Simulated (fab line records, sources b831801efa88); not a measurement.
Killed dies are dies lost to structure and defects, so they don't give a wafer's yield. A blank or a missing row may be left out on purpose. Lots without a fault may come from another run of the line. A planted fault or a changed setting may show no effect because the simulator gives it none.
One fault seen from 2 desks | flow sky130 | each desk has only its own numbers; what lay behind them comes last

THE TOOL OWNER'S DESK: rie_diel-02
The tool's own readings at SKY_VIA3_ETCH_14 (etches BARC in N2/H2, stops on SiO2, time 45.9 s, target depth 60 nm): means of the sampled wafers that have a number, for each lot that ran on this tool. A lot is out of limits, marked OUT, if its mean lies more than 4 standard deviations from the usual mean; the brackets give that distance.
Columns: A = drypump_motor_current_A at SKY_VIA3_ETCH_14, usual 5.8 A; B = h2_flow_sccm at SKY_VIA3_ETCH_14, usual 199.9 sccm; C = oes_product_au at SKY_VIA3_ETCH_14, usual 0.855 a.u.; D = rf_fwd_power_W at SKY_VIA3_ETCH_14, usual 494.8 W; E = throttle_valve_pct at SKY_VIA3_ETCH_14, usual 13.224 %
lot  | first seen here | A   | B     | C     | D               | E
L660 | day 41 16:21    | 5.4 | 199.4 | 0.856 | 495.3           | 13.236
L663 | day 42 14:27    | 5.9 | 200.0 | 0.852 | 575.7 (+43) OUT | 13.231
L664 | day 42 21:19    | 5.8 | 200.2 | 0.854 | 574.2 (+42) OUT | 13.219
This desk's finding: out of limits on L663, L664; first on L663, day 42 14:27 (rf_fwd_power_W at SKY_VIA3_ETCH_14). In limits: L660.

THE METROLOGY DESK
What the gauges read, lot by lot, whatever tool the lot ran on: means of the sampled wafers that have a number. A lot is out of limits, marked OUT, if its mean lies more than 4 standard deviations from the usual mean; the brackets give that distance.
Columns: A = VIA3_BOW at SKY_VIA3_BOW_MEAS_03, usual 81 um; B = cd_nm at SKY_VIA3_CD_MEAS_12, usual 200.2 nm; C = VIA3_OVL at SKY_VIA3_OVL_MEAS_13, usual -1 nm
lot  | first seen here | A  | B     | C
L660 | day 40 15:38    | 78 | 201.0 | -6
L663 | day 41 14:31    | 79 | 199.4 | -1
L664 | day 41 22:02    | 76 | 201.9 | 0
L666 | day 42 16:17    | 85 | 199.1 | -4
L673 | day 43 21:25    | 88 | 199.8 | -2
L678 | day 45 09:38    | 80 | 199.9 | -4
This desk's finding: nothing out of limits on any of the 6 lots.

PUT TOGETHER
The tool owner's desk could have raised an alarm at day 42 14:27, on L663, L664.
The metrology desk saw nothing out of limits.
The metrology desk has L663, L664 on record, within its limits.
Of the lots named, all ran SKY_VIA3_ETCH_14 on rie_diel-02.

WHAT THE SIMULATOR HAD PUT IN
Process parameter drift: rie_diel-02, from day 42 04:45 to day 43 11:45, at SKY_VIA3_ETCH_14. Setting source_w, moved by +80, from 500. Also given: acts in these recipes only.
Lots struck among those shown: L663, L664.
Hours from the fault's start to each desk's first reading out of limits: the tool owner's desk, 10.
